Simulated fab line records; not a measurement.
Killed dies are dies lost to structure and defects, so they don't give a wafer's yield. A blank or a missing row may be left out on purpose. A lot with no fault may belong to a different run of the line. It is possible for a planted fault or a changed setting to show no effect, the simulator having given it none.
fab line records | flow sfq-line
record: lots: 14 | wafers: 42 | last-day: 94
route steps=325 shown R5@213
lots that met no fault: taken from a fault-free run of the same line
start-h: hours from the record's opening day to when the first of the lot's shown wafers began | wait-h: hours elapsed since this lot's preceding step | " unchanged from the row above | L1.1+2: a single row standing in for several wafers | - no value present, or no start provided | * or withheld: withheld | < > ~ a bound
route shown NAME@n: names a module that has steps shown in the file, with the first one's number in the route | usual: mean/standard deviation of fault-free wafers | same: alike in all rows | chamber/n: place in a boat | sites: the reading at each site | _std_site: the standard deviation of these | _edge_site: inner sites' mean taken away from outer sites' mean | radius-mm: for every site, how far away it sits from the centre of the wafer | mask NAME#n: copy n | behind: tool/chamber where the wafer was last shaped | hold: the reason the lot was held/the length of the hold in hours/how it ended | device: whichever transistor did not switch (one of n, p or np) | end of line: the same wafers' tests at the end of the route | a step with no rows: only its recipe | killed: at the first sort, the dies lost to defects and structure; wafer yield is something else | map: the dies of a wafer, with x for killed, . for not killed, _ for no die there
set.NAME: the setting as run; set.NAME@STEP: as run at that earlier step | model.NAME: the simulator's own value behind a step, which no gauge read
the route's steps for a sample of lots (tables are steps, rows are wafers)
services: the hour from which a tool's chamber was out of use, counted from the record's first day as start-h (under 0 if before that day), plus the number of hours and why
== steps ==
step: SFQ_TRILAYER_R5_DEP_SPUTTER_133
recipe: material: MoNx | base-pressure-pa: 1.33e-06 | target-thk-nm: 40 | power-w: 1000 | time-s: 66.7 | chamber-pressure-pa: 0.4
usual: cathode-dc-power-W: 1000.0/0.19 | throttle-valve-pct: 29.8/0.76
lot.wafer | tool           | chamber | start-h | wait-h | cathode-dc-power-W | throttle-valve-pct
L360.2    | pvd-sputter-06 | -       | 1291.52 | 0.0    | 999.76             | 29.6
L360.5    | "              | -       | "       | "      | 1000.2             | 29.2
L360.6    | "              | -       | "       | "      | 1000.3             | 28.8
L363.2    | pvd-sputter-03 | -       | 1296.81 | 0.0    | 999.88             | 29.8
L363.3    | "              | -       | "       | "      | 1000.2             | 29.3
L363.5    | "              | -       | "       | "      | 999.89             | 29.2
L364.3    | pvd-sputter-06 | -       | 1297.52 | 0.0    | 1000.1             | 28.9
L364.5    | "              | -       | "       | "      | 1000.2             | 29.1
L364.6    | "              | -       | "       | "      | 1000.1             | 28.7
L365.2    | pvd-sputter-05 | -       | 1299.81 | 0.0    | 1000.1             | 30.8
L365.3    | "              | -       | "       | "      | 999.91             | 30.2
L365.5    | "              | -       | "       | "      | 1000.2             | 31.9
L369.1    | pvd-sputter-06 | -       | 1378.73 | 0.0    | 1000.2             | 29.8
L369.2    | "              | -       | "       | "      | 999.95             | 29.3
L369.4    | "              | -       | "       | "      | 1000.6             | 29.3
L370.3    | pvd-sputter-06 | -       | 1392.68 | 0.0    | 1241.0             | 28.9
L370.4    | "              | -       | "       | "      | 1241.1             | 29.8
L370.6    | "              | -       | "       | "      | 1241.5             | 29.1
L372.1    | pvd-sputter-06 | -       | 1402.15 | 0.0    | 1241.2             | 29.4
L372.2    | "              | -       | "       | "      | 1241.2             | 29.2
L372.5    | "              | -       | "       | "      | 1241.2             | 29.6
L375.2    | pvd-sputter-05 | -       | 1422.70 | 0.0    | 999.97             | 32.0
L375.4    | "              | -       | "       | "      | 1000.1             | 30.5
L375.6    | "              | -       | "       | "      | 1000.2             | 30.1
L376.1    | pvd-sputter-03 | -       | 1427.86 | 0.0    | 1000.2             | 29.3
L376.5    | "              | -       | "       | "      | 999.86             | 29.5
L376.6    | "              | -       | "       | "      | 999.85             | 29.9
L377.1    | pvd-sputter-05 | -       | 1430.86 | 0.0    | 999.77             | 30.1
L377.2    | "              | -       | "       | "      | 999.94             | 29.7
L377.5    | "              | -       | "       | "      | 1000.1             | 29.3
L379.2    | pvd-sputter-03 | -       | 1444.07 | 0.0    | 1000.4             | 29.2
L379.4    | "              | -       | "       | "      | 999.94             | 29.4
L379.5    | "              | -       | "       | "      | 1000.1             | 29.4
L381.1    | pvd-sputter-06 | -       | 1459.79 | 0.0    | 1000.4             | 29.5
L381.2    | "              | -       | "       | "      | 999.96             | 29.6
L381.4    | "              | -       | "       | "      | 999.75             | 29.5
L382.1    | pvd-sputter-05 | -       | 1467.11 | 0.0    | 999.67             | 29.8
L382.5    | "              | -       | "       | "      | 1000.1             | 30.3
L382.6    | "              | -       | "       | "      | 999.90             | 31.8
L383.1    | pvd-sputter-06 | -       | 1472.60 | 0.0    | 999.84             | 29.5
L383.4    | "              | -       | "       | "      | 1000.1             | 29.6
L383.5    | "              | -       | "       | "      | 1000.1             | 29.2
step: SFQ_R5_RS_MEAS_933
recipe: thk-meas-gauge: four-point-probe | reads: Ti_of_TRILAYER_R5_DEP_SPUTTER_134+MoNx_of_TRILAYER_R5_DEP_SPUTTER_133+Ti_of_TRILAYER_R5_DEP_SPUTTER_132
usual: R5_MONX_RS: 7.09/0.083
lot.wafer | tool          | chamber | start-h | wait-h | R5_MONX_RS[ohm/sq]
L360.2    | film-metro-03 | -       | 1291.62 | 0.0    | 7.00
L360.5    | "             | -       | "       | "      | 7.16
L360.6    | "             | -       | "       | "      | 7.29
L363.2    | film-metro-04 | -       | 1296.91 | 0.0    | 7.05
L363.3    | "             | -       | "       | "      | 7.10
L363.5    | "             | -       | "       | "      | 7.05
L364.3    | film-metro-03 | -       | 1297.64 | 0.0    | 7.09
L364.5    | "             | -       | "       | "      | 7.01
L364.6    | "             | -       | "       | "      | 7.13
L365.2    | film-metro-04 | -       | 1299.91 | 0.0    | 7.13
L365.3    | "             | -       | "       | "      | 7.00
L365.5    | "             | -       | "       | "      | 7.13
L369.1    | film-metro-02 | -       | 1378.80 | 0.0    | 7.06
L369.2    | "             | -       | "       | "      | 7.14
L369.4    | "             | -       | "       | "      | 7.25
L370.3    | film-metro-03 | -       | 1392.79 | 0.0    | 5.81
L370.4    | "             | -       | "       | "      | 5.71
L370.6    | "             | -       | "       | "      | 5.81
L372.1    | film-metro-03 | -       | 1402.22 | 0.0    | 5.75
L372.2    | "             | -       | "       | "      | 5.80
L372.5    | "             | -       | "       | "      | 5.69
L375.2    | film-metro-02 | -       | 1422.80 | 0.0    | 7.10
L375.4    | "             | -       | "       | "      | 7.08
L375.6    | "             | -       | "       | "      | 7.01
L376.1    | film-metro-03 | -       | 1427.94 | 0.0    | 6.97
L376.5    | "             | -       | "       | "      | 7.09
L376.6    | "             | -       | "       | "      | 6.94
L377.1    | film-metro-04 | -       | 1430.94 | 0.0    | 6.97
L377.2    | "             | -       | "       | "      | 7.04
L377.5    | "             | -       | "       | "      | 7.08
L379.2    | film-metro-04 | -       | 1444.16 | 0.0    | 7.00
L379.4    | "             | -       | "       | "      | 7.10
L379.5    | "             | -       | "       | "      | 7.07
L381.1    | film-metro-03 | -       | 1459.86 | 0.0    | 7.17
L381.2    | "             | -       | "       | "      | 7.08
L381.4    | "             | -       | "       | "      | 7.04
L382.1    | film-metro-02 | -       | 1467.19 | 0.0    | 7.03
L382.5    | "             | -       | "       | "      | 7.03
L382.6    | "             | -       | "       | "      | 7.08
L383.1    | film-metro-03 | -       | 1472.67 | 0.0    | 7.17
L383.4    | "             | -       | "       | "      | 7.08
L383.5    | "             | -       | "       | "      | 7.22
step: SFQ_R5_THK_MEAS_934
recipe: thk-meas-gauge: xrf | reads: MoNx_of_TRILAYER_R5_DEP_SPUTTER_133
usual: R5_MONX_THK: 39.6/0.5
lot.wafer | tool          | chamber | start-h | wait-h | R5_MONX_THK[nm]
L360.2    | film-metro-03 | -       | 1291.73 | 0.1    | 40.4
L360.5    | "             | -       | "       | "      | 39.3
L360.6    | "             | -       | "       | "      | 38.8
L363.2    | film-metro-04 | -       | 1297.02 | 0.1    | 40.0
L363.3    | "             | -       | "       | "      | 39.8
L363.5    | "             | -       | "       | "      | 40.0
L364.3    | film-metro-03 | -       | 1297.74 | 0.1    | 39.3
L364.5    | "             | -       | "       | "      | 39.7
L364.6    | "             | -       | "       | "      | 39.1
L365.2    | film-metro-04 | -       | 1300.02 | 0.1    | 39.5
L365.3    | "             | -       | "       | "      | 40.3
L365.5    | "             | -       | "       | "      | 39.4
L369.1    | film-metro-02 | -       | 1378.92 | 0.1    | 39.9
L369.2    | "             | -       | "       | "      | 39.4
L369.4    | "             | -       | "       | "      | 38.8
L370.3    | film-metro-03 | -       | 1392.89 | 0.1    | 49.3
L370.4    | "             | -       | "       | "      | 50.0
L370.6    | "             | -       | "       | "      | 49.1
L372.1    | film-metro-03 | -       | 1402.34 | 0.1    | 49.7
L372.2    | "             | -       | "       | "      | 48.9
L372.5    | "             | -       | "       | "      | 50.2
L375.2    | film-metro-02 | -       | 1422.91 | 0.1    | 39.8
L375.4    | "             | -       | "       | "      | 40.0
L375.6    | "             | -       | "       | "      | 40.4
L376.1    | film-metro-03 | -       | 1428.06 | 0.1    | 40.1
L376.5    | "             | -       | "       | "      | 39.1
L376.6    | "             | -       | "       | "      | 40.6
L377.1    | film-metro-04 | -       | 1431.06 | 0.1    | 40.1
L377.2    | "             | -       | "       | "      | 39.7
L377.5    | "             | -       | "       | "      | 39.5
L379.2    | film-metro-04 | -       | 1444.27 | 0.1    | 40.0
L379.4    | "             | -       | "       | "      | 39.3
L379.5    | "             | -       | "       | "      | 39.6
L381.1    | film-metro-03 | -       | 1459.98 | 0.1    | 39.2
L381.2    | "             | -       | "       | "      | 39.4
L381.4    | "             | -       | "       | "      | 39.6
L382.1    | film-metro-02 | -       | 1467.31 | 0.1    | 39.8
L382.5    | "             | -       | "       | "      | 40.0
L382.6    | "             | -       | "       | "      | 39.7
L383.1    | film-metro-03 | -       | 1472.79 | 0.1    | 39.1
L383.4    | "             | -       | "       | "      | 39.8
L383.5    | "             | -       | "       | "      | 38.9
== services ==
tool           | chamber | start-h | hours | kind
pvd-sputter-03 | -       | 1333.71 | 8.6   | repair
pvd-sputter-05 | -       | 1352.93 | 3.2   | repair
pvd-sputter-03 | -       | 1401.81 | 4.4   | repair
pvd-sputter-06 | -       | 1407.54 | 4.2   | repair
pvd-sputter-06 | -       | 1462.30 | 4.5   | repair
== key ==
first-sign: step: SFQ_TRILAYER_R5_DEP_SPUTTER_133 | reading: cathode-dc-power-W | direction: up | sigmas: 99+ | usual: 1000.0 | struck: 1241.2
effect: step: SFQ_R5_RS_MEAS_933 | reading: R5_MONX_RS | direction: down | sigmas: 16 | usual: 7.09 | struck: 5.76
effect: step: SFQ_R5_THK_MEAS_934 | reading: R5_MONX_THK | direction: up | sigmas: 20 | usual: 39.6 | struck: 49.5
met-at SFQ_TRILAYER_R5_DEP_SPUTTER_133
struck-lots L370,L372
onset-between 1378.73 1392.68
fault: kind: process-parameter-drift | tool: pvd-sputter-06 | chamber: - | onset-h: 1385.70 | steps: SFQ_TRILAYER_R5_DEP_SPUTTER_133 | channel: power-w | offset: 241.17 | shape: step | end-h: 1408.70 | acts-in: these-recipes-only | stated: 1000
